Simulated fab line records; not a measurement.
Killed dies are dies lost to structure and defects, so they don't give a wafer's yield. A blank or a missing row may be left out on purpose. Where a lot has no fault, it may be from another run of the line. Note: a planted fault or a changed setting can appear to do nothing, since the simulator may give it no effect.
What tool caused it?    flow gf180mcu    12 lots, 36 wafers sampled, at 4 steps of a route of 602

WHAT THE GAUGES READ, wafer by wafer
GF_V1_THK_MEAS_03.
lot   measured      on             V1_CVD_02_THK (nm)
L925  day 16 21:08  film metro-03  844 860 854
L926  day 17 08:58  film metro-04  845 867 859
L927  day 17 11:01  film metro-03  827 828 845
L929  day 18 12:08  film metro-01  819 829 842
L932  day 19 16:17  film metro-03  856 845 869
L930  day 19 17:40  film metro-01  848 865 859
L935  day 20 18:55  film metro-03  855 860 862
L936  day 21 09:03  film metro-01  847 847 860
L943  day 23 23:05  film metro-04  839 857 847
L944  day 24 08:39  film metro-04  844 840 853
L945  day 24 10:32  film metro-03  844 831 854
L947  day 25 02:37  film metro-04  853 851 857

GF_M2_CD_MEAS_14: the cd target is 280 nm.
lot   measured      on         cd nm (nm)
L925  day 18 21:46  cd sem-01  281.1 281.7 281.2
L926  day 19 10:41  cd sem-01  280.7 280.3 280.5
L927  day 19 12:22  cd sem-02  282.0 281.7 281.5
L929  day 20 14:05  cd sem-02  280.0 280.0 279.9
L932  day 21 18:04  cd sem-02  279.7 279.7 279.1
L930  day 21 19:44  cd sem-01  280.5 280.0 280.6
L935  day 22 21:23  cd sem-02  274.1 275.0 274.4 274.1 275.3 274.4
L936  day 23 09:08  cd sem-01  274.3 274.2 274.5 274.4 274.2 274.4
L943  day 25 18:45  cd sem-01  278.5 279.2 279.1
L944  day 26 10:20  cd sem-01  279.6 279.6 280.7
L945  day 26 10:41  cd sem-02  279.1 278.6 278.6
L947  day 26 22:10  cd sem-02  278.5 278.3 279.9

GF_V2_THK_MEAS_03.
lot   measured      on             V2_CVD_02_THK (nm)
L925  day 18 22:46  film metro-01  840 853 855
L926  day 19 11:49  film metro-01  840 867 847
L927  day 19 13:23  film metro-02  840 840 837
L929  day 20 15:07  film metro-03  854 859 862
L932  day 21 19:04  film metro-01  836 838 849
L930  day 21 20:49  film metro-01  874 857 859
L935  day 23 00:38  film metro-02  835 841 855
L936  day 24 02:28  film metro-02  842 849 866
L943  day 25 19:44  film metro-02  840 845 847
L944  day 26 11:22  film metro-02  832 841 851
L945  day 26 11:40  film metro-03  845 864 857
L947  day 26 23:12  film metro-02  845 849 854

TOOL THAT RAN EACH LOT (tool first, then ch and the chambers of the sampled wafers, then the start)
lot   GF_M2_SOFTBAKE_10
L925  litho track-04 ch 0, day 18 09:34
L926  litho track-03 ch 0, day 18 22:47
L927  litho track-02 ch 0, day 19 00:25
L929  litho track-02 ch 0, day 20 02:30
L932  litho track-03 ch 0, day 21 06:28
L930  litho track-04 ch 0, day 21 07:58
L935  litho track-02 ch 0, day 22 09:34
L936  litho track-02 ch 0, day 22 21:33
L943  litho track-03 ch 0, day 25 10:34
L944  litho track-04 ch 0, day 25 22:43
L945  litho track-02 ch 0, day 25 22:58
L947  litho track-03 ch 0, day 26 12:16
- GF_M2_SOFTBAKE_10: time 60 s.

WHAT THE TOOLS THEMSELVES READ (means of the sampled wafers that have a number; where no wafer has one, the mark that the record gives instead)
GF_M2_SOFTBAKE_10.
lot   tool            heater power total W (W)  plate temp C (C)
L925  litho track-04  93.00                     130.15
L926  litho track-03  93.04                     130.10
L927  litho track-02  93.05                     130.14
L929  litho track-02  93.06                     130.09
L932  litho track-03  93.00                     130.10
L930  litho track-04  93.05                     130.01
L935  litho track-02  95.13                     132.26
L936  litho track-02  95.18                     132.34
L943  litho track-03  93.05                     129.98
L944  litho track-04  93.07                     130.07
L945  litho track-02  93.08                     130.02
L947  litho track-03  93.03                     129.87

THE ANSWER, worked out from the rows above alone
Rule: the usual values come from the lots themselves. The widest of any qualifying gaps counts: lots, ordered by their means at a reading, are off when they make up no more than a third of the lots, leave a main group of 4 or more, and stand apart from it by 3 or more times the standard deviation of that group's means. If all means in a main group match to the digits the tables above print for the reading, that group is not used. A lot without any number at a reading at which 4 lots or more have one is off too. Any other lot the step has rows for is counted as sound. After the gauges, taken in route order, come the tools' own readings; for these a lot's mean is taken, as printed above. The first step at which some lot is off is used, and at that step the reading that is off furthest; a lot without a number counts as furthest.
Off: L935, L936, at GF_M2_CD_MEAS_14 (cd nm). Main group: mean 280.0 nm, sd 0.96.
A tool fits if, at a process step before that reading, it ran every lot that is off, and no sound lot after the first of them. Not tried: the gauges at GF_M2_CD_MEAS_14; whatever is off there is also off at GF_M2_SOFTBAKE_10, on other tools, and gauge error can't account for it. None of those tried fits.

WHAT THE SIMULATOR HAD INSERTED
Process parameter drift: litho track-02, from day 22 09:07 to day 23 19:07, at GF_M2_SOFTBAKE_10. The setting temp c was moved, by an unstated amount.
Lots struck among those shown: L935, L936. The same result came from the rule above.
